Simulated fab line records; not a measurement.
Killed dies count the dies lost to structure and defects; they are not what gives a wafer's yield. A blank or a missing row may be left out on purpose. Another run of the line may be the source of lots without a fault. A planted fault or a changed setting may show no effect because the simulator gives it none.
The tool behind it: which one? | flow sky130 | 6 lots, 18 wafers sampled, at 2 steps of a route of 708

WHAT EACH GAUGE READ, for each wafer
SKY_SD_P_CD_MEAS_07: the cd target is 380 nm.
lot  | measured     | on        | cd_nm (nm)
L107 | day 26 04:11 | cd_sem-02 | 385.1 387.0 384.4
L109 | day 26 12:47 | cd_sem-02 | 379.9 384.3 382.5
L113 | day 27 21:35 | cd_sem-02 | 404.2 404.7 407.3 404.1 404.5 407.3
L121 | day 31 08:01 | cd_sem-01 | 378.9 378.0 377.0
L125 | day 32 16:55 | cd_sem-02 | 380.0 377.2 378.1
L127 | day 32 18:52 | cd_sem-02 | 379.8 380.5 381.1

WHAT TOOL EACH LOT RAN ON (gives the tool, then ch and the chambers of the sampled wafers, and finally the start)
lot  | SKY_SD_P_EXPOSE_04
L107 | iline_stepper-02 ch 0, day 25 11:53
L109 | iline_stepper-01 ch 0, day 25 21:51
L113 | iline_stepper-01 ch 0, day 27 09:02
L121 | iline_stepper-02 ch 0, day 30 17:15
L125 | iline_stepper-02 ch 0, day 32 03:29
L127 | iline_stepper-01 ch 0, day 32 05:54
- SKY_SD_P_EXPOSE_04: exposes mask PSDM, target cd 380 nm.

THE ANSWER, worked out from the rows above alone
Rule: usual is defined by the lots themselves. Put in order of their means at a reading, lots are off if they are a third of the lots or fewer, leave a main group of 4 or more, and stand apart from it by a gap of 3 or more times the standard deviation of the main group's means; of several such gaps the widest counts. The tables above print the reading to a certain number of digits; a main group whose means all agree to those digits is not used. Also off: a lot with no number at a reading for which 4 or more lots have one. Any other lot the step has rows for is counted as sound.
Off, at SKY_SD_P_CD_MEAS_07 on cd_nm: L113. Main group: mean 380.9 nm, sd 2.7.
A tool fits if, at a process step before that reading, it ran every lot that is off, and no sound lot after the first of them. Gauges at SKY_SD_P_CD_MEAS_07: tried the same way as those tools. Of those tried, none fits.

WHAT THE SIMULATOR PUT IN
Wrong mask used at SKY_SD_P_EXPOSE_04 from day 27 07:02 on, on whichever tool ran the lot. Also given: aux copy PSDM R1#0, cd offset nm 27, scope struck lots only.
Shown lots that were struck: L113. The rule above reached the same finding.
